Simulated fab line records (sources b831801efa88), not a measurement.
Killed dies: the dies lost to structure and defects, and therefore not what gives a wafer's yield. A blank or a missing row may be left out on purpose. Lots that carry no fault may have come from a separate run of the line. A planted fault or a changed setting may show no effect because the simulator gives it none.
What tool caused it? ; flow gf180mcu ; 12 lots with 36 wafers sampled at 5 steps, on a route of 602 steps

WHAT EACH GAUGE READ, for each wafer
GF_M2_OVL_MEAS_15. Usual: M2_OVL gives -2 nm (standard deviation 4).
lot;measured;on;M2_OVL (nm);flag
L187;day 19 12:17;overlay-01;1 1 2;
L188;day 19 21:36;overlay-02;-4 -3 -4;
L190;day 21 04:59;overlay-02;-2 7 5;
L191;day 21 08:41;overlay-01;-5 3 -10;
L192;day 21 13:59;overlay-01;3 1 1;
L193;day 22 03:29;overlay-01;-3 -1 -5;
L201;day 24 18:08;overlay-01;0 -2 -5;
L202;day 25 03:30;overlay-01;-5 -3 0;
L203;day 25 07:11;overlay-02;-8 -3 -13;
L206;day 26 04:47;overlay-01;1 -2 4;
L208;day 26 17:47;overlay-02;-5 -1 -7;
L209;day 27 05:27;overlay-02;4 2 1;

GF_V2_BOW_MEAS_05. Usual: V2_BOW gives 100 um (standard deviation 8.1).
lot;measured;on;V2_BOW (um);flag
L187;day 19 13:43;film_metro-03;87 90 92;
L188;day 19 23:00;film_metro-03;98 104 105;
L190;day 21 06:15;film_metro-03;93 103 96;
L191;day 21 10:02;film_metro-02;89 109 96;
L192;day 21 15:21;film_metro-03;112 95 105;
L193;day 22 04:44;film_metro-01;108 109 122;
L201;day 24 19:45;film_metro-03;108 96 110;
L202;day 25 04:44;film_metro-01;104 105 108;
L203;day 25 08:28;film_metro-01;95 101 99;
L206;day 26 06:05;film_metro-02;106 102 86;
L208;day 26 19:01;film_metro-02;104 105 92;
L209;day 27 06:41;film_metro-02;102 107 99;

GF_V5_OVL_MEAS_15. Usual: V5_OVL gives 0 nm (standard deviation 5.7).
lot;measured;on;V5_OVL (nm);flag
L187;day 27 18:47;overlay-01;2 9 3;
L188;day 27 20:42;overlay-01;-2 6 2;
L190;day 28 20:29;overlay-02;-7 9 -4;
L191;day 29 11:53;overlay-01;-8 -1 -4;
L192;day 29 13:23;overlay-02;14 7 12;
L193;day 29 15:55;overlay-01;5 2 1;
L201;day 31 17:44;overlay-02;0 -5 9;
L202;day 32 00:44;overlay-02;3 -5 -7;
L203;day 32 05:17;overlay-02;-3 11 9;
L206;day 32 22:02;overlay-02;2 -3 1;
L208;day 33 07:35;overlay-01;-3 -6 -7;
L209;day 33 16:56;overlay-02;3 -1 7;

GF_PASSIVATION_THK_MEAS_01. Usual: PASSIVATION_CVD_00_THK gives 1004 nm (standard deviation 13).
lot;measured;on;PASSIVATION_CVD_00_THK (nm);flag
L187;day 28 17:20;film_metro-02;1024 1040 1021;
L188;day 28 18:32;film_metro-01;1003 985 1018;
L190;day 29 18:28;film_metro-03;996 998 1009;
L191;day 30 09:23;film_metro-03;1018 1019 1018;
L192;day 30 10:22;film_metro-03;988 979 992;
L193;day 30 13:19;film_metro-01;979 995 979;
L201;day 32 13:14;film_metro-02;1001 623 1006;OFF
L202;day 32 19:47;film_metro-02;1008 994 1009;
L203;day 33 00:24;film_metro-03;618 1015 1014;OFF
L206;day 33 16:04;film_metro-03;993 991 1020;
L208;day 34 01:20;film_metro-03;971 998 1021;
L209;day 34 10:32;film_metro-03;980 974 1014;

EACH LOT AND THE TOOL THAT RAN IT (in order: tool; ch and the chambers of the sampled wafers; start)
lot;GF_PASSIVATION_CVD_00
L187;pecvd-04 ch 0,2, day 28 17:14
L188;pecvd-04 ch 0,1,2, day 28 18:26
L190;pecvd-04 ch 0,1, day 29 18:23
L191;pecvd-04 ch 0,1,2, day 30 09:18
L192;pecvd-04 ch 0,2, day 30 10:17
L193;pecvd-04 ch 0,1,2, day 30 13:14
L201;pecvd-04 ch 0,1, day 32 13:09
L202;pecvd-01 ch 1,2, day 32 19:42
L203;pecvd-04 ch 0,1, day 33 00:18
L206;pecvd-02 ch 1,2, day 33 15:58
L208;pecvd-01 ch 1,2, day 34 01:16
L209;pecvd-01 ch 0,1,2, day 34 10:28
- GF_PASSIVATION_CVD_00: deposits SiO2 from TEOS, target thk 1000 nm, time 111.95 s.

WHAT THE TOOLS THEMSELVES READ (means of the sampled wafers that have a number; where no wafer has one, the mark that the record gives instead)
GF_PASSIVATION_CVD_00. Usual: heater_power_w 703 W, standard deviation 78; run_length_s 140.1 s, standard deviation 0.48.
lot;tool;heater_power_w (W);run_length_s (s);flag
L187;pecvd-04;688;140.2;
L188;pecvd-04;699;140.2;
L190;pecvd-04;649;140.5;
L191;pecvd-04;716;140.1;
L192;pecvd-04;685;140.2;
L193;pecvd-04;687;140.3;
L201;pecvd-04;613;126.2;OFF
L202;pecvd-01;784;140.3;
L203;pecvd-04;674;126.6;OFF
L206;pecvd-02;713;139.8;
L208;pecvd-01;709;140.0;
L209;pecvd-01;752;139.8;

THE ANSWER, worked out from the rows above alone
Rule: a lot is off if the mean of its wafers that have a number lies more than 3 standard deviations from the usual mean. A lot without any number at a reading at which 4 lots or more have one is off too. Any other lot the step has rows for is counted as sound. The gauges are gone through in route order, then the tools' own readings, and for those a lot's mean is taken as printed above. At the first step where some lot is off, the reading lying furthest off is the one used; lots without a number count as furthest.
Off: L201, L203, at GF_PASSIVATION_THK_MEAS_01 (PASSIVATION_CVD_00_THK).
If a tool, at a process step before that reading, ran all the lots that are off and no sound lot after the first of them, it fits. Not tried: the gauges at GF_PASSIVATION_THK_MEAS_01; whatever is off there is also off at GF_PASSIVATION_CVD_00, on other tools, and gauge error can't account for it. One fits: pecvd-04 at GF_PASSIVATION_CVD_00. Its last sound lot is L193 (day 30 13:14), its first lot that is off L201 (day 32 13:09): a fault that began between those two fits.
The tool's own readings at GF_PASSIVATION_CVD_00 bear it out: on the lots that are off they differ by more than 5 times the standard deviation of the sound lots' means. run_length_s reads 126.4 s there against 140.1 s on the sound lots.

WHAT HAD BEEN PUT IN BY THE SIMULATOR
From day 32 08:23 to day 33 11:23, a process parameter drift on pecvd-04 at GF_PASSIVATION_CVD_00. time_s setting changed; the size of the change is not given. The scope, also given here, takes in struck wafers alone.
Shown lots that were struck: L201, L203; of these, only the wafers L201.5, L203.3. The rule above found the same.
